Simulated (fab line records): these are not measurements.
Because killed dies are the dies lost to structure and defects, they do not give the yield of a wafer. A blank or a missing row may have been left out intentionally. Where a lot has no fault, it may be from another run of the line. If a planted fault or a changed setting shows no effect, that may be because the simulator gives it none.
fab line records / flow sky130
record: lots: 7 wafers: 21 last-day: 50
route steps=708 shown FIELD_ISO@27 NWELL@32 DNWELL@35 PWDE@45
lots with no fault: from the same line, run without faults
start-h: hours from the record's opening day to when the first of the lot's shown wafers began / wait-h: hours from the lot's prior step to this one / " unchanged from the row above / L1.1+2: several wafers, shown together as one row / - either no value or no given start / * or withheld: withheld / < > ~ a bound
route shown NAME@n: a module of which the file shows steps, and the number in the route of the first / usual: mean and standard deviation over wafers with no fault / same: alike in all rows / chamber/n: place in a boat / sites: each site's reading / _std_site: standard deviation across them / _edge_site: outer sites' mean less inner sites' / radius-mm: for every site, how far away it sits from the centre of the wafer / mask NAME#n: copy n / behind: the tool/chamber that last shaped the wafer / hold: the reason the lot was held/the length of the hold in hours/how it ended / device: which transistor (n, p or np) failed to switch / end of line: at the end of the route, the tests of the same wafers / a step with no rows: only its recipe / killed: count of dies lost to structure and defects at first sort (not the wafer's yield) / map: a wafer's dies, marking killed ones x, the rest . and places with no die _
set.NAME: setting as actually run; set.NAME@STEP: the setting as run at that earlier step / model.NAME: the simulator's own value behind a step, which no gauge read
lots seen at some steps along the route; tables by step, rows by wafer
services: from which hour (start-h, from the record's first day; less than 0 if before it) a tool's chamber was out of use, for how many hours, and why
== steps ==
step: SKY_FIELD_ISO_ANNEAL_26
recipe: temp-c: 1000 time-s: 1800 ambient: N2
step: SKY_FIELD_ISO_CMP_27
recipe: stop-on: Si3N4 t-overpolish-s: 16 down-force-psi: 4 platen-rpm: 60 target-thk-nm: 457.8 pad-velocity-m-s: 0.94248
usual: head-pressure-psi: 4.001/0.0081 motor-current-A: 12.2/1.4 overpolish-run-s: 15.999/0.0097 time-to-endpoint-s: 114/4.2
lot.wafer=L388.3 tool=cmp-01 chamber=1 start-h=35.02 wait-h=0.1 head-pressure-psi=4.011 motor-current-A=12.2 overpolish-run-s=15.992 time-to-endpoint-s=122
lot.wafer=L388.2 tool=cmp-01 chamber=2 start-h=35.02 wait-h=0.1 head-pressure-psi=4.006 motor-current-A=11.3 overpolish-run-s=16.015 time-to-endpoint-s=118
lot.wafer=L388.5 tool=cmp-01 chamber=3 start-h=35.02 wait-h=0.1 head-pressure-psi=4.020 motor-current-A=10.8 overpolish-run-s=15.999 time-to-endpoint-s=125
lot.wafer=L396.1 tool=cmp-01 chamber=0 start-h=73.54 wait-h=0.0 head-pressure-psi=3.989 motor-current-A=12.5 overpolish-run-s=15.987 time-to-endpoint-s=109
lot.wafer=L396.3 tool=cmp-01 chamber=3 start-h=73.54 wait-h=0.0 head-pressure-psi=4.005 motor-current-A=11.3 overpolish-run-s=15.992 time-to-endpoint-s=111
lot.wafer=L396.6 tool=cmp-01 chamber=0 start-h=73.54 wait-h=0.0 head-pressure-psi=3.998 motor-current-A=12.4 overpolish-run-s=15.993 time-to-endpoint-s=115
lot.wafer=L403.1 tool=cmp-01 chamber=3 start-h=112.95 wait-h=0.1 head-pressure-psi=4.007 motor-current-A=10.6 overpolish-run-s=16.004 time-to-endpoint-s=108
lot.wafer=L403.4 tool=cmp-01 chamber=0 start-h=112.95 wait-h=0.1 head-pressure-psi=4.004 motor-current-A=11.5 overpolish-run-s=16.008 time-to-endpoint-s=110
lot.wafer=L403.5 tool=cmp-01 chamber=2 start-h=112.95 wait-h=0.1 head-pressure-psi=4.003 motor-current-A=10.8 overpolish-run-s=15.998 time-to-endpoint-s=111
lot.wafer=L404.2 tool=cmp-02 chamber=0 start-h=118.79 wait-h=0.1 head-pressure-psi=4.006 motor-current-A=13.4 overpolish-run-s=15.995 time-to-endpoint-s=118
lot.wafer=L404.1 tool=cmp-02 chamber=2 start-h=118.79 wait-h=0.1 head-pressure-psi=4.001 motor-current-A=13.1 overpolish-run-s=16.000 time-to-endpoint-s=106
lot.wafer=L404.6 tool=cmp-02 chamber=3 start-h=118.79 wait-h=0.1 head-pressure-psi=3.990 motor-current-A=14.3 overpolish-run-s=15.990 time-to-endpoint-s=117
lot.wafer=L405.2 tool=cmp-01 chamber=1 start-h=122.87 wait-h=0.1 head-pressure-psi=3.993 motor-current-A=11.1 overpolish-run-s=16.000 time-to-endpoint-s=116
lot.wafer=L405.1 tool=cmp-01 chamber=3 start-h=122.87 wait-h=0.1 head-pressure-psi=4.003 motor-current-A=10.7 overpolish-run-s=16.008 time-to-endpoint-s=120
lot.wafer=L405.5 tool=cmp-01 chamber=1 start-h=122.87 wait-h=0.1 head-pressure-psi=4.004 motor-current-A=11.5 overpolish-run-s=15.998 time-to-endpoint-s=116
lot.wafer=L407.2 tool=cmp-02 chamber=0 start-h=133.08 wait-h=0.1 head-pressure-psi=3.998 motor-current-A=13.8 overpolish-run-s=16.002 time-to-endpoint-s=119
lot.wafer=L407.5 tool=cmp-02 chamber=1 start-h=133.08 wait-h=0.1 head-pressure-psi=3.994 motor-current-A=11.9 overpolish-run-s=15.990 time-to-endpoint-s=117
lot.wafer=L407.6 tool=cmp-02 chamber=2 start-h=133.08 wait-h=0.1 head-pressure-psi=4.016 motor-current-A=12.8 overpolish-run-s=15.994 time-to-endpoint-s=112
lot.wafer=L409.3 tool=cmp-02 chamber=0 start-h=145.42 wait-h=0.1 head-pressure-psi=3.988 motor-current-A=13.2 overpolish-run-s=16.001 time-to-endpoint-s=116
lot.wafer=L409.2 tool=cmp-02 chamber=1 start-h=145.42 wait-h=0.1 head-pressure-psi=4.006 motor-current-A=11.0 overpolish-run-s=16.001 time-to-endpoint-s=115
lot.wafer=L409.6 tool=cmp-02 chamber=0 start-h=145.42 wait-h=0.1 head-pressure-psi=4.003 motor-current-A=13.9 overpolish-run-s=16.008 time-to-endpoint-s=116
step: SKY_FIELD_ISO_WET_ETCH_28
recipe: chemistry: dHF target-depth-nm: 23.7 target: SiO2 dilution: 10:1 temp-c: 25 time-s: 47
step: SKY_FIELD_ISO_WET_ETCH_29
recipe: chemistry: H3PO4 target-depth-nm: 160 target: Si3N4 temp-c: 160 time-s: 1825
step: SKY_FIELD_ISO_WET_ETCH_30
recipe: chemistry: dHF target-depth-nm: 25 target: SiO2 dilution: 10:1 temp-c: 25 time-s: 50
step: SKY_NWELL_CLEAN_00
recipe: chemistry: SC1/SC2 mix: 1:4:20 temp-c: 70 time-s: 150 dry: n2-spin
step: SKY_NWELL_OXIDATION_01
recipe: temp-c: 900 ambient: O2 stabilise-s: 600 purge-s: 300 target-thk-a: 100 ox-time-s: 1418
step: SKY_NWELL_THK_MEAS_02
recipe: reads: SiO2_of_NWELL_OXIDATION_01
usual: NWELL_OXIDATION_THK: 10.03/0.17
lot.wafer=L388.2 tool=film-metro-04 chamber=- start-h=37.23 wait-h=0.0 NWELL_OXIDATION_THK[nm]=9.97
lot.wafer=L388.3 tool=film-metro-04 chamber=- start-h=37.23 wait-h=0.0 NWELL_OXIDATION_THK[nm]=10.05
lot.wafer=L388.5 tool=film-metro-04 chamber=- start-h=37.23 wait-h=0.0 NWELL_OXIDATION_THK[nm]=9.99
lot.wafer=L396.1 tool=film-metro-04 chamber=- start-h=75.84 wait-h=0.0 NWELL_OXIDATION_THK[nm]=9.88
lot.wafer=L396.3 tool=film-metro-04 chamber=- start-h=75.84 wait-h=0.0 NWELL_OXIDATION_THK[nm]=9.90
lot.wafer=L396.6 tool=film-metro-04 chamber=- start-h=75.84 wait-h=0.0 NWELL_OXIDATION_THK[nm]=9.95
lot.wafer=L403.1 tool=film-metro-02 chamber=- start-h=116.35 wait-h=0.0 NWELL_OXIDATION_THK[nm]=9.99
lot.wafer=L403.4 tool=film-metro-02 chamber=- start-h=116.35 wait-h=0.0 NWELL_OXIDATION_THK[nm]=9.83
lot.wafer=L403.5 tool=film-metro-02 chamber=- start-h=116.35 wait-h=0.0 NWELL_OXIDATION_THK[nm]=9.92
lot.wafer=L404.1 tool=film-metro-01 chamber=- start-h=121.04 wait-h=0.0 NWELL_OXIDATION_THK[nm]=10.16
lot.wafer=L404.2 tool=film-metro-01 chamber=- start-h=121.04 wait-h=0.0 NWELL_OXIDATION_THK[nm]=9.92
lot.wafer=L404.6 tool=film-metro-01 chamber=- start-h=121.04 wait-h=0.0 NWELL_OXIDATION_THK[nm]=10.06
lot.wafer=L405.1 tool=film-metro-01 chamber=- start-h=126.81 wait-h=0.0 NWELL_OXIDATION_THK[nm]=9.89
lot.wafer=L405.2 tool=film-metro-01 chamber=- start-h=126.81 wait-h=0.0 NWELL_OXIDATION_THK[nm]=9.91
lot.wafer=L405.5 tool=film-metro-01 chamber=- start-h=126.81 wait-h=0.0 NWELL_OXIDATION_THK[nm]=9.88
lot.wafer=L407.2 tool=film-metro-04 chamber=- start-h=136.48 wait-h=0.0 NWELL_OXIDATION_THK[nm]=10.13
lot.wafer=L407.5 tool=film-metro-04 chamber=- start-h=136.48 wait-h=0.0 NWELL_OXIDATION_THK[nm]=9.94
lot.wafer=L407.6 tool=film-metro-04 chamber=- start-h=136.48 wait-h=0.0 NWELL_OXIDATION_THK[nm]=9.84
lot.wafer=L409.2 tool=film-metro-02 chamber=- start-h=148.28 wait-h=0.0 NWELL_OXIDATION_THK[nm]=10.39
lot.wafer=L409.3 tool=film-metro-02 chamber=- start-h=148.28 wait-h=0.0 NWELL_OXIDATION_THK[nm]=10.24
lot.wafer=L409.6 tool=film-metro-02 chamber=- start-h=148.28 wait-h=0.0 NWELL_OXIDATION_THK[nm]=10.34
step: SKY_DNWELL_DEHYDRATE_00
recipe: temp-c: 200 time-s: 60
step: SKY_DNWELL_HMDS_01
recipe: prime-time-s: 60 prime-temp-c: 120
step: SKY_DNWELL_COAT_02
recipe: spin-rpm: 2000 resist-thk-nm: 3000
step: SKY_DNWELL_SOFTBAKE_03
recipe: temp-c: 110 time-s: withheld
step: SKY_DNWELL_EXPOSE_04
recipe: mask-id: DNM na: 0.57 target-cd-nm: 3000 dose-mj: 222
usual: exposure-dose-mJ-cm2: 222.00/0.24 focus-offset-nm: 0.1/0.53 stage-vel-mm-s: 499.97/0.3
lot.wafer=L388.2 tool=iline-stepper-02 chamber=0 start-h=44.43 wait-h=- mask=DNM#0 exposure-dose-mJ-cm2=222.36 focus-offset-nm=0.9 stage-vel-mm-s=500.38
lot.wafer=L388.3 tool=iline-stepper-02 chamber=0 start-h=44.43 wait-h=- mask=DNM#0 exposure-dose-mJ-cm2=222.18 focus-offset-nm=0.1 stage-vel-mm-s=500.16
lot.wafer=L388.5 tool=iline-stepper-02 chamber=0 start-h=44.43 wait-h=- mask=DNM#0 exposure-dose-mJ-cm2=222.11 focus-offset-nm=0.8 stage-vel-mm-s=500.27
lot.wafer=L396.1 tool=iline-stepper-02 chamber=0 start-h=84.71 wait-h=- mask=DNM#0 exposure-dose-mJ-cm2=221.87 focus-offset-nm=-0.1 stage-vel-mm-s=499.64
lot.wafer=L396.3 tool=iline-stepper-02 chamber=0 start-h=84.71 wait-h=- mask=DNM#0 exposure-dose-mJ-cm2=222.38 focus-offset-nm=0.2 stage-vel-mm-s=499.47
lot.wafer=L396.6 tool=iline-stepper-02 chamber=0 start-h=84.71 wait-h=- mask=DNM#0 exposure-dose-mJ-cm2=221.83 focus-offset-nm=0.4 stage-vel-mm-s=499.78
lot.wafer=L403.1 tool=iline-stepper-02 chamber=- start-h=125.81 wait-h=- mask=DNM#0 exposure-dose-mJ-cm2=- focus-offset-nm=- stage-vel-mm-s=-
lot.wafer=L403.4 tool=iline-stepper-02 chamber=- start-h=125.81 wait-h=- mask=DNM#0 exposure-dose-mJ-cm2=- focus-offset-nm=- stage-vel-mm-s=-
lot.wafer=L403.5 tool=iline-stepper-02 chamber=- start-h=125.81 wait-h=- mask=DNM#0 exposure-dose-mJ-cm2=- focus-offset-nm=- stage-vel-mm-s=-
lot.wafer=L404.1 tool=iline-stepper-02 chamber=- start-h=130.38 wait-h=- mask=DNM#0 exposure-dose-mJ-cm2=- focus-offset-nm=- stage-vel-mm-s=-
lot.wafer=L404.2 tool=iline-stepper-02 chamber=- start-h=130.38 wait-h=- mask=DNM#0 exposure-dose-mJ-cm2=- focus-offset-nm=- stage-vel-mm-s=-
lot.wafer=L404.6 tool=iline-stepper-02 chamber=- start-h=130.38 wait-h=- mask=DNM#0 exposure-dose-mJ-cm2=- focus-offset-nm=- stage-vel-mm-s=-
lot.wafer=L405.1 tool=iline-stepper-02 chamber=- start-h=136.12 wait-h=- mask=DNM#0 exposure-dose-mJ-cm2=- focus-offset-nm=- stage-vel-mm-s=-
lot.wafer=L405.2 tool=iline-stepper-02 chamber=- start-h=136.12 wait-h=- mask=DNM#0 exposure-dose-mJ-cm2=- focus-offset-nm=- stage-vel-mm-s=-
lot.wafer=L405.5 tool=iline-stepper-02 chamber=- start-h=136.12 wait-h=- mask=DNM#0 exposure-dose-mJ-cm2=- focus-offset-nm=- stage-vel-mm-s=-
lot.wafer=L407.2 tool=iline-stepper-02 chamber=0 start-h=146.65 wait-h=- mask=DNM#0 exposure-dose-mJ-cm2=221.81 focus-offset-nm=0.7 stage-vel-mm-s=500.07
lot.wafer=L407.5 tool=iline-stepper-02 chamber=0 start-h=146.65 wait-h=- mask=DNM#0 exposure-dose-mJ-cm2=221.72 focus-offset-nm=0.6 stage-vel-mm-s=499.92
lot.wafer=L407.6 tool=iline-stepper-02 chamber=0 start-h=146.65 wait-h=- mask=DNM#0 exposure-dose-mJ-cm2=221.81 focus-offset-nm=-0.2 stage-vel-mm-s=500.13
lot.wafer=L409.2 tool=iline-stepper-02 chamber=0 start-h=157.49 wait-h=- mask=DNM#0 exposure-dose-mJ-cm2=222.14 focus-offset-nm=-1.5 stage-vel-mm-s=500.22
lot.wafer=L409.3 tool=iline-stepper-02 chamber=0 start-h=157.49 wait-h=- mask=DNM#0 exposure-dose-mJ-cm2=221.88 focus-offset-nm=-0.2 stage-vel-mm-s=500.00
lot.wafer=L409.6 tool=iline-stepper-02 chamber=0 start-h=157.49 wait-h=- mask=DNM#0 exposure-dose-mJ-cm2=221.74 focus-offset-nm=-0.5 stage-vel-mm-s=500.05
step: SKY_DNWELL_PEB_05
recipe: temp-c: 115 time-s: withheld
step: SKY_DNWELL_DEVELOP_06
recipe: wall-angle-deg: 90 developer: TMAH develop-time-s: 60 dev-temp-c: 23
step: SKY_DNWELL_IMPLANT_07
recipe: species: P energy-kev: withheld dose-cm2: withheld tilt-deg: withheld
step: SKY_DNWELL_STRIP_08
recipe: chemistry: O2/N2 power-w: 1400 pressure-mtorr: 1500 platen-temp-c: withheld o2-flow-sccm: 3000 n2-flow-sccm: 300 overash-fraction: 0.5
usual: drypump-motor-current-A: 5.57/0.2 oes-product-au: 0.723/0.0046 strip-time-to-endpoint-s: 36.98/0.092
lot.wafer=L388.2 tool=plasma-asher-01 chamber=1 start-h=52.44 wait-h=0.1 drypump-motor-current-A=6.01 oes-product-au=0.720 rf-hours-counter-h=38 strip-time-to-endpoint-s=36.96
lot.wafer=L388.3 tool=plasma-asher-01 chamber=0 start-h=52.44 wait-h=0.1 drypump-motor-current-A=5.44 oes-product-au=0.727 rf-hours-counter-h=- strip-time-to-endpoint-s=36.99
lot.wafer=L388.5 tool=plasma-asher-01 chamber=1 start-h=52.44 wait-h=0.1 drypump-motor-current-A=6.01 oes-product-au=0.731 rf-hours-counter-h=- strip-time-to-endpoint-s=36.96
lot.wafer=L396.1 tool=plasma-asher-01 chamber=0 start-h=93.49 wait-h=0.1 drypump-motor-current-A=5.46 oes-product-au=0.721 rf-hours-counter-h=42 strip-time-to-endpoint-s=37.11
lot.wafer=L396.3 tool=plasma-asher-01 chamber=1 start-h=93.49 wait-h=0.1 drypump-motor-current-A=5.94 oes-product-au=0.720 rf-hours-counter-h=- strip-time-to-endpoint-s=37.12
lot.wafer=L396.6 tool=plasma-asher-01 chamber=1 start-h=93.49 wait-h=0.1 drypump-motor-current-A=5.98 oes-product-au=0.724 rf-hours-counter-h=- strip-time-to-endpoint-s=37.10
lot.wafer=L403.1 tool=plasma-asher-02 chamber=0 start-h=135.13 wait-h=0.1 drypump-motor-current-A=5.34 oes-product-au=0.721 rf-hours-counter-h=31 strip-time-to-endpoint-s=36.87
lot.wafer=L403.4 tool=plasma-asher-02 chamber=0 start-h=135.13 wait-h=0.1 drypump-motor-current-A=5.36 oes-product-au=0.715 rf-hours-counter-h=- strip-time-to-endpoint-s=36.99
lot.wafer=L403.5 tool=plasma-asher-02 chamber=1 start-h=135.13 wait-h=0.1 drypump-motor-current-A=5.57 oes-product-au=0.726 rf-hours-counter-h=- strip-time-to-endpoint-s=36.93
lot.wafer=L404.1 tool=plasma-asher-01 chamber=1 start-h=140.09 wait-h=0.1 drypump-motor-current-A=5.92 oes-product-au=0.722 rf-hours-counter-h=47 strip-time-to-endpoint-s=37.06
lot.wafer=L404.2 tool=plasma-asher-01 chamber=0 start-h=140.09 wait-h=0.1 drypump-motor-current-A=5.44 oes-product-au=0.734 rf-hours-counter-h=47 strip-time-to-endpoint-s=37.04
lot.wafer=L404.6 tool=plasma-asher-01 chamber=0 start-h=140.09 wait-h=0.1 drypump-motor-current-A=5.45 oes-product-au=0.716 rf-hours-counter-h=- strip-time-to-endpoint-s=36.89
lot.wafer=L405.1 tool=plasma-asher-02 chamber=0 start-h=145.82 wait-h=0.1 drypump-motor-current-A=5.36 oes-product-au=0.726 rf-hours-counter-h=32 strip-time-to-endpoint-s=36.88
lot.wafer=L405.2 tool=plasma-asher-02 chamber=1 start-h=145.82 wait-h=0.1 drypump-motor-current-A=5.58 oes-product-au=0.721 rf-hours-counter-h=32 strip-time-to-endpoint-s=36.84
lot.wafer=L405.5 tool=plasma-asher-02 chamber=1 start-h=145.82 wait-h=0.1 drypump-motor-current-A=5.56 oes-product-au=0.725 rf-hours-counter-h=- strip-time-to-endpoint-s=36.86
lot.wafer=L407.2 tool=plasma-asher-04 chamber=1 start-h=156.28 wait-h=0.1 drypump-motor-current-A=5.41 oes-product-au=0.718 rf-hours-counter-h=4 strip-time-to-endpoint-s=37.01
lot.wafer=L407.5 tool=plasma-asher-04 chamber=1 start-h=156.28 wait-h=0.1 drypump-motor-current-A=5.41 oes-product-au=0.719 rf-hours-counter-h=- strip-time-to-endpoint-s=36.99
lot.wafer=L407.6 tool=plasma-asher-04 chamber=0 start-h=156.28 wait-h=0.1 drypump-motor-current-A=5.68 oes-product-au=0.716 rf-hours-counter-h=- strip-time-to-endpoint-s=37.02
lot.wafer=L409.2 tool=plasma-asher-04 chamber=0 start-h=167.58 wait-h=0.1 drypump-motor-current-A=5.68 oes-product-au=0.726 rf-hours-counter-h=5 strip-time-to-endpoint-s=36.99
lot.wafer=L409.3 tool=plasma-asher-04 chamber=0 start-h=167.58 wait-h=0.1 drypump-motor-current-A=5.69 oes-product-au=0.717 rf-hours-counter-h=- strip-time-to-endpoint-s=37.00
lot.wafer=L409.6 tool=plasma-asher-04 chamber=1 start-h=167.58 wait-h=0.1 drypump-motor-current-A=5.41 oes-product-au=0.722 rf-hours-counter-h=- strip-time-to-endpoint-s=36.95
step: SKY_DNWELL_TW_MEAS_09
usual: DNWELL_TW: 1121/7.8
lot.wafer=L388.2 tool=film-metro-01 chamber=- start-h=52.55 wait-h=0.1 DNWELL_TW=1123
lot.wafer=L388.3 tool=film-metro-01 chamber=- start-h=52.55 wait-h=0.1 DNWELL_TW=1125
lot.wafer=L388.5 tool=film-metro-01 chamber=- start-h=52.55 wait-h=0.1 DNWELL_TW=1118
lot.wafer=L396.1 tool=film-metro-04 chamber=- start-h=93.59 wait-h=0.1 DNWELL_TW=1124
lot.wafer=L396.3 tool=film-metro-04 chamber=- start-h=93.59 wait-h=0.1 DNWELL_TW=1128
lot.wafer=L396.6 tool=film-metro-04 chamber=- start-h=93.59 wait-h=0.1 DNWELL_TW=1124
lot.wafer=L403.1 tool=film-metro-04 chamber=- start-h=135.23 wait-h=0.1 DNWELL_TW=30
lot.wafer=L403.4 tool=film-metro-04 chamber=- start-h=135.23 wait-h=0.1 DNWELL_TW=30
lot.wafer=L403.5 tool=film-metro-04 chamber=- start-h=135.23 wait-h=0.1 DNWELL_TW=30
lot.wafer=L404.1 tool=film-metro-01 chamber=- start-h=140.19 wait-h=0.1 DNWELL_TW=30
lot.wafer=L404.2 tool=film-metro-01 chamber=- start-h=140.19 wait-h=0.1 DNWELL_TW=31
lot.wafer=L404.6 tool=film-metro-01 chamber=- start-h=140.19 wait-h=0.1 DNWELL_TW=30
lot.wafer=L405.1 tool=film-metro-02 chamber=- start-h=145.92 wait-h=0.1 DNWELL_TW=30
lot.wafer=L405.2 tool=film-metro-02 chamber=- start-h=145.92 wait-h=0.1 DNWELL_TW=30
lot.wafer=L405.5 tool=film-metro-02 chamber=- start-h=145.92 wait-h=0.1 DNWELL_TW=30
lot.wafer=L407.2 tool=film-metro-02 chamber=- start-h=156.39 wait-h=0.1 DNWELL_TW=1107
lot.wafer=L407.5 tool=film-metro-02 chamber=- start-h=156.39 wait-h=0.1 DNWELL_TW=1106
lot.wafer=L407.6 tool=film-metro-02 chamber=- start-h=156.39 wait-h=0.1 DNWELL_TW=1109
lot.wafer=L409.2 tool=film-metro-01 chamber=- start-h=167.69 wait-h=0.1 DNWELL_TW=1126
lot.wafer=L409.3 tool=film-metro-01 chamber=- start-h=167.69 wait-h=0.1 DNWELL_TW=1126
lot.wafer=L409.6 tool=film-metro-01 chamber=- start-h=167.69 wait-h=0.1 DNWELL_TW=1127
step: SKY_PWDE_DEHYDRATE_00
recipe: temp-c: 200 time-s: 60
== services ==
tool=cmp-02 chamber=- start-h=11.95 hours=1.0 kind=repair
tool=plasma-asher-02 chamber=- start-h=16.03 hours=4.5 kind=repair
tool=cmp-02 chamber=- start-h=33.78 hours=2.4 kind=pm
tool=plasma-asher-01 chamber=- start-h=34.37 hours=2.2 kind=repair
tool=cmp-02 chamber=- start-h=55.52 hours=4.4 kind=repair
tool=cmp-01 chamber=- start-h=64.00 hours=4.0 kind=pm
tool=cmp-01 chamber=- start-h=68.00 hours=- kind=consumable-replace:conditioner
tool=cmp-01 chamber=- start-h=68.00 hours=- kind=consumable-replace:pad
tool=cmp-01 chamber=- start-h=80.42 hours=1.8 kind=repair
tool=iline-stepper-02 chamber=0 start-h=81.79 hours=- kind=calibration
tool=plasma-asher-02 chamber=- start-h=88.56 hours=14.1 kind=repair
tool=cmp-02 chamber=- start-h=106.73 hours=1.3 kind=repair
tool=plasma-asher-04 chamber=- start-h=108.75 hours=9.0 kind=pm
tool=plasma-asher-04 chamber=0 start-h=108.75 hours=9.0 kind=vent-cycle
tool=plasma-asher-04 chamber=1 start-h=108.75 hours=9.0 kind=vent-cycle
tool=plasma-asher-04 chamber=- start-h=114.03 hours=2.4 kind=repair
tool=plasma-asher-04 chamber=0 start-h=117.75 hours=- kind=clean
tool=plasma-asher-04 chamber=1 start-h=117.75 hours=- kind=clean
tool=cmp-02 chamber=- start-h=122.17 hours=7.2 kind=pm
tool=iline-stepper-02 chamber=- start-h=128.63 hours=1.7 kind=pm
tool=iline-stepper-02 chamber=- start-h=143.20 hours=2.1 kind=pm
tool=iline-stepper-02 chamber=- start-h=145.28 hours=- kind=consumable-replace:lamp
tool=iline-stepper-02 chamber=- start-h=160.84 hours=10.6 kind=repair
== key ==
first-sign: step: SKY_DNWELL_EXPOSE_04 reading: tool-record direction: missing
effect: step: SKY_DNWELL_TW_MEAS_09 reading: DNWELL_TW direction: down sigmas: 99+ usual: 1121 struck: 30
met-at SKY_DNWELL_EXPOSE_04
struck-wafers L403.1,L403.4,L403.5,L404.1,L404.2,L404.6,L405.1,L405.2,L405.5
sort-left-out L403.1,L403.4,L403.5,L404.1,L404.2,L404.6,L405.1,L405.2,L405.5
tester-left-out L403,L404,L405
onset-between 84.71 125.81
fault: kind: skipped-step-whole tool: iline-stepper-02 chamber: - onset-h: 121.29 steps: SKY_DNWELL_EXPOSE_04 scope: struck-lots-only
tester-left-out: of these lots the tester's yield and bins aren't shown, on N5 and GAA mostly nor the transistor test; their killed dies are dies lost to structure and defects alone, not to doping, threshold or leakage, so they don't give the yield
sort-left-out: the simulated sort isn't trusted on such a fault, so these wafers' sort isn't shown, and their yield isn't known
